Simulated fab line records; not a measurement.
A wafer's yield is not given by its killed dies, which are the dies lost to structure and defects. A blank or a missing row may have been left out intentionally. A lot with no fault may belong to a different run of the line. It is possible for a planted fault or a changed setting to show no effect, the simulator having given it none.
The same fault as seen by 2 desks + flow gf180mcu + every desk sees just its own numbers, and what lay behind them comes last

## THE METROLOGY DESK
Lot by lot, what the gauges showed, no matter which tool ran the lot: averages of those sampled wafers that carry a number. The brackets show how far a lot's mean lies from the usual mean; more than 4 standard deviations puts the lot out of limits, marked OUT.
Columns: A = cd nm at GF_M5_CD_MEAS_07, usual 280.3 nm
| lot  | first seen here | A     |
|------|-----------------|-------|
| L791 | day 25 20:22    | 283.1 |
| L792 | day 26 10:46    | 280.0 |
| L793 | day 26 13:32    | 279.9 |
| L794 | day 27 00:32    | 281.3 |
| L796 | day 27 18:41    | 279.4 |
| L797 | day 27 23:14    | 279.6 |
| L798 | day 28 12:31    | 281.0 |
| L800 | day 29 02:16    | 279.5 |
| L801 | day 29 06:29    | 279.1 |
| L802 | day 29 19:38    | 280.6 |
| L803 | day 29 20:07    | 278.0 |
| L804 | day 30 07:20    | 278.2 |
| L812 | day 32 09:07    | 278.8 |
| L813 | day 32 14:34    | 279.2 |
This desk found nothing out of limits on any of the 14 lots.

## THE TOOL OWNER'S DESK: hdpcvd-02
The tool's own readings at GF_V5_CVD_00 (deposits SiO2, target thk 300 nm, time 50 s): means of the sampled wafers that have a number, for each lot that ran on this tool. The brackets show how far a lot's mean lies from the usual mean; more than 4 standard deviations puts the lot out of limits, marked OUT.
Columns: A = pressure mtorr at GF_V5_CVD_00, usual 6.000 mTorr; B = run length s at GF_V5_CVD_00, usual 78.0 s; C = susceptor temp C at GF_V5_CVD_00, usual 400.00 C
| lot  | first seen here | A     | B    | C      |
|------|-----------------|-------|------|--------|
| L791 | day 25 21:11    | 5.993 | 78.0 | 399.99 |
| L793 | day 26 14:23    | 6.009 | 78.3 | 400.09 |
| L794 | day 27 01:23    | 5.986 | 77.7 | 400.00 |
| L798 | day 28 13:22    | 6.003 | 78.1 | 400.02 |
| L802 | day 29 20:29    | 6.006 | 77.8 | 399.90 |
| L803 | day 29 20:57    | 6.005 | 77.7 | 399.95 |
| L804 | day 30 08:13    | 6.014 | 77.8 | 399.82 |
| L812 | day 32 09:59    | 6.003 | 77.9 | 400.16 |
| L813 | day 32 15:23    | 6.001 | 77.7 | 400.17 |
This desk found nothing out of limits on any of the 9 lots.

## BROUGHT TOGETHER
Metrology desk: nothing out of limits seen.
The tool owner's desk saw nothing out of limits.

## WHAT HAD BEEN PUT IN BY THE SIMULATOR
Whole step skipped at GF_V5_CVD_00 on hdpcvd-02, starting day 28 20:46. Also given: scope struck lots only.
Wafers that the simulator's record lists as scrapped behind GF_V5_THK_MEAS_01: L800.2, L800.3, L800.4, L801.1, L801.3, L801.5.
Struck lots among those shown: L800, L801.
